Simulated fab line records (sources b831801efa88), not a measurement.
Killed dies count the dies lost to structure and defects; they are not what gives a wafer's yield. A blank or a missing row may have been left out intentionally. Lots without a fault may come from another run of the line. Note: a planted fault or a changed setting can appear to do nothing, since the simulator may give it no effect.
A lot that was struck, set against a sound lot || flow sky130 || 44 steps out of a route of 708
Sound: wafers L318.1, L318.2, L318.4. Wafers L327.1, L327.2, L327.3 were the ones struck. The cause is named last.
Each step with rows lists, per side, the tool, then ch with its chambers, then its first start. Under that, the readings that differ: sound wafers || struck wafers || difference of the means || sigmas: that difference in standard deviations of wafers without a fault.
alike: same words and numbers on both sides, and readings whose means sit less than 2 such deviations apart. not compared: any withheld reading, any reading some wafer has no value for, any bound like >300 that may hide the same value, and any number with overlapping values for which the record gives no deviation.
Wherever a step has rows on one side only, a row that says differs or no value, or a row with sigmas, the two part there. Non-overlapping numbers with no deviation appear without sigmas and do not part them. A reading that every wafer of one side lacks parts them only if that side has two wafers or more.

first, 1 step without rows for these wafers: SKY_SONOS_TUNNEL_DEVELOP_06 (develop time 60 s).
SKY_SONOS_TUNNEL_CD_MEAS_07: target cd 410 nm.
  sound: cd_sem-01 at day 13 08:19; struck: cd_sem-02 at day 16 22:53
  alike: cd_nm
SKY_SONOS_TUNNEL_OVL_MEAS_08:
  sound: overlay-01 at day 13 08:26; struck: overlay-01 at day 16 23:00
  alike: SONOS_TUNNEL_OVL
then, 3 steps without rows for these wafers: SKY_SONOS_TUNNEL_IMPLANT_09; SKY_SONOS_TUNNEL_WET_ETCH_10 (etches SiO2 in dHF, target depth 14 nm, time 280 s); SKY_SONOS_TUNNEL_STRIP_11 (strips in SPM, time 600 s).
SKY_SONOS_TUNNEL_TW_MEAS_12:
  sound: film_metro-01 at day 13 08:53; struck: film_metro-04 at day 16 23:28
{"reading": "SONOS_TUNNEL_TW", "sound": "200.6 200.3 199.6", "struck": "195.8 195.5 194.2", "difference": -5.0, "sigmas": -2}
then, 2 steps without rows for these wafers: SKY_SONOS_TUNNEL_CLEAN_13 (cleans in dHF, time 20 s); SKY_SONOS_ONO_OXIDATION_00 (stabilise 600 s, purge 300 s, target thk 2.6 nm).
SKY_SONOS_ONO_THK_MEAS_01:
  sound: film_metro-03 at day 13 10:21; struck: film_metro-02 at day 17 00:53
  alike: SONOS_ONO_OXIDATION_THK
then, 1 step without rows for these wafers: SKY_SONOS_ONO_CVD_02 (deposits Si3N4 from DCS/NH3, target thk 10.5 nm, time 180 s).
SKY_SONOS_ONO_THK_MEAS_03:
  sound: film_metro-02 at day 13 11:56; struck: film_metro-02 at day 17 02:21
  alike: SONOS_ONO_CVD_02_THK
SKY_SONOS_ONO_CVD_04: deposits SiO2 from SiH4/N2O, target thk 5.7199 nm.
  sound on lpcvd-03 ch 0, day 13 12:00; struck on lpcvd-03 ch 1, day 17 02:25
{"reading": "zone_power_centre_pct (%)", "sound": "19.6 19.6 19.3", "struck": "15.7 15.8 15.8", "difference": -3.7, "sigmas": -2}
{"reading": "model.SiO2_of_SONOS_ONO_CVD_04.thk_nm (nm)", "sound": "5.653 5.641 5.774", "struck": "6.685 6.716 6.77", "difference": "+1.034", "sigmas": ""}
SKY_SONOS_ONO_THK_MEAS_05:
  sound: film_metro-04 at day 13 13:15; struck: film_metro-04 at day 17 03:40
{"reading": "SONOS_ONO_CVD_04_THK (nm)", "sound": "5.60 5.64 5.75", "struck": "6.69 6.72 6.76", "difference": "+1.06", "sigmas": "+10"}
then, 7 steps without rows for these wafers: SKY_SONOS_ONO_DEHYDRATE_06 (time 60 s); SKY_SONOS_ONO_HMDS_07 (prime time 60 s); SKY_SONOS_ONO_COAT_08 (resist thk 1140 nm); SKY_SONOS_ONO_SOFTBAKE_09 (time 60 s); SKY_SONOS_ONO_EXPOSE_10 (exposes mask ONOM, target cd 410 nm); SKY_SONOS_ONO_PEB_11; SKY_SONOS_ONO_DEVELOP_12 (develop time 60 s).
SKY_SONOS_ONO_CD_MEAS_13: target cd 410 nm.
  sound: cd_sem-02 at day 14 15:17; struck: cd_sem-02 at day 18 08:14
  alike: cd_nm
SKY_SONOS_ONO_OVL_MEAS_14:
  sound: overlay-02 at day 14 15:24; struck: overlay-01 at day 18 08:21
  alike: SONOS_ONO_OVL
SKY_SONOS_ONO_ETCH_15: etches the open film in CHF3/O2, target depth 19.52 nm, time 7.8 s.
  sound on rie_diel-04 ch 1,2,3, day 14 15:26; struck on rie_diel-03 ch 0,1,2, day 18 08:23
{"reading": "rf_hours_counter_h (h)", "sound": "1 2 3", "struck": "4 8 13", "difference": "+6", "sigmas": ""}
  alike: O2_flow_sccm, drypump_motor_current_A, oes_product_au, throttle_valve_pct
then, 1 step without rows for these wafers: SKY_SONOS_ONO_WET_ETCH_16 (etches SiO2 in dHF, target depth 14 nm, time 280 s).
SKY_SONOS_ONO_STRIP_17: strips in O2/N2.
  sound on plasma_asher-01 ch 0,1, day 14 15:32; struck on plasma_asher-03 ch 0,1, day 18 08:31
{"reading": "strip_time_to_endpoint_s (s)", "sound": "14.12 14.12 14.06", "struck": "14.18 14.18 14.18", "difference": "+0.08", "sigmas": "+2"}
  alike: drypump_motor_current_A, oes_product_au
  not compared: rf_hours_counter_h
then, 3 steps without rows for these wafers: SKY_SONOS_ONO_WET_ETCH_18 (etches Si3N4 in H3PO4, target depth 15 nm, time 172 s); SKY_GATE_OXIDE_CLEAN_00 (cleans in SC1/SC2, time 150 s); SKY_GATE_OXIDE_OXIDATION_01 (stabilise 600 s, purge 300 s, target thk 10.268 nm).
SKY_GATE_OXIDE_THK_MEAS_02:
  sound: film_metro-02 at day 14 18:56; struck: film_metro-02 at day 18 11:02
{"reading": "GATE_OXIDE_OXIDATION_00_THK (nm)", "sound": "10.70 10.70 10.69", "struck": "10.12 10.22 10.11", "difference": -0.55, "sigmas": -2}
then, 7 steps without rows for these wafers: SKY_GATE_OXIDE_DEHYDRATE_03 (time 60 s); SKY_GATE_OXIDE_HMDS_04 (prime time 60 s); SKY_GATE_OXIDE_COAT_05 (resist thk 1140 nm); SKY_GATE_OXIDE_SOFTBAKE_06 (time 60 s); SKY_GATE_OXIDE_EXPOSE_07 (exposes mask LVOM, target cd 600 nm); SKY_GATE_OXIDE_PEB_08; SKY_GATE_OXIDE_DEVELOP_09 (develop time 60 s).
SKY_GATE_OXIDE_OVL_MEAS_10:
  sound: overlay-02 at day 15 22:05; struck: overlay-02 at day 19 17:28
  alike: GATE_OXIDE_OVL
then, 2 steps without rows for these wafers: SKY_GATE_OXIDE_IMPLANT_11; SKY_GATE_OXIDE_WET_ETCH_12 (etches SiO2 in dHF, target depth 16.8 nm, time 336 s).
SKY_GATE_OXIDE_STRIP_13: strips in O2/N2.
  sound on plasma_asher-02 ch 0,1, day 15 22:22; struck on plasma_asher-02 ch 0,1, day 19 17:45
  alike: drypump_motor_current_A, oes_product_au, strip_time_to_endpoint_s
  not compared: rf_hours_counter_h
SKY_GATE_OXIDE_TW_MEAS_14:
  sound: film_metro-03 at day 15 22:28; struck: film_metro-01 at day 19 17:51
  alike: GATE_OXIDE_TW
SKY_GATE_OXIDE_CLEAN_15: cleans in SC1/SC2, time 150 s.
  sound on wet_bench-03 ch 3, day 15 22:32; struck on wet_bench-01 ch 2, day 19 17:55
{"reading": "model.SiO2_of_SONOS_ONO_CVD_04.thk_nm (nm)", "sound": "4.139 4.123 4.259", "struck": "5.179 5.209 5.265", "difference": "+1.044", "sigmas": ""}
-- record jumps: 30 days separate the struck wafers' starts on either side; left off in module GATE_OXIDE, taken up again in module PAD_OPEN, whose first shown step is the route's number 708 --
SKY_PAD_OPEN_PROBE_99:
  sound: prober-01 at day 47 09:41; struck: prober-02 at day 49 19:51
{"reading": "killed_at_other", "sound": "2 1 3", "struck": "0 0 0", "difference": -2, "sigmas": -3}
{"reading": "model.etest.sonos_erased.drive_ua_um", "sound": "195.5 206.2 229.6", "struck": "119.1 121.5 131.6", "difference": -86.4, "sigmas": ""}
{"reading": "model.etest.sonos_uncharged.r_on_ohm_um", "sound": "799.6 788.6 804.2", "struck": "853.3 859.5 844.5", "difference": "+55.0", "sigmas": ""}
{"reading": "model.etest.sonos_programmed.off_log10_a_um", "sound": "-13.94 -13.98 -14.01", "struck": "-12.33 -12.71 -12.14", "difference": "+1.58", "sigmas": ""}
{"reading": "model.etest.cap_ono.gate_log10_a_cm2", "sound": "-7.796 -7.937 -8.12", "struck": "-9.217 -9.184 -9.292", "difference": -1.280, "sigmas": ""}
{"reading": "model.etest.cap_ono.gate_bv_v (V)", "sound": "16.21 16.62 16.36", "struck": "17.86 17.63 18.44", "difference": "+1.58", "sigmas": ""}
{"reading": "model.etest.cap_ono.tox_acc_nm (nm)", "sound": "12.76 12.87 12.97", "struck": "13.93 13.91 13.92", "difference": "+1.05", "sigmas": ""}
{"reading": "model.etest.sonos_programmed.vt_v (V)", "sound": "1.516 1.471 1.365", "struck": "0.8334 0.8393 0.817", "difference": -0.6208, "sigmas": ""}
{"reading": "model.etest.sonos_erased.vt_v (V)", "sound": "-2.335 -2.288 -2.295", "struck": "-1.697 -1.731 -1.701", "difference": "+0.596", "sigmas": ""}
  alike: killed_at_M0_to_M3, killed_at_M4_up, killed_at_contacts, killed_at_front_end, killed_dies, killed_open, killed_short

## WHERE THEY PART
Earliest at SKY_SONOS_TUNNEL_TW_MEAS_12; latest, in this record, at SKY_PAD_OPEN_PROBE_99.

WHY: what the simulator had put in
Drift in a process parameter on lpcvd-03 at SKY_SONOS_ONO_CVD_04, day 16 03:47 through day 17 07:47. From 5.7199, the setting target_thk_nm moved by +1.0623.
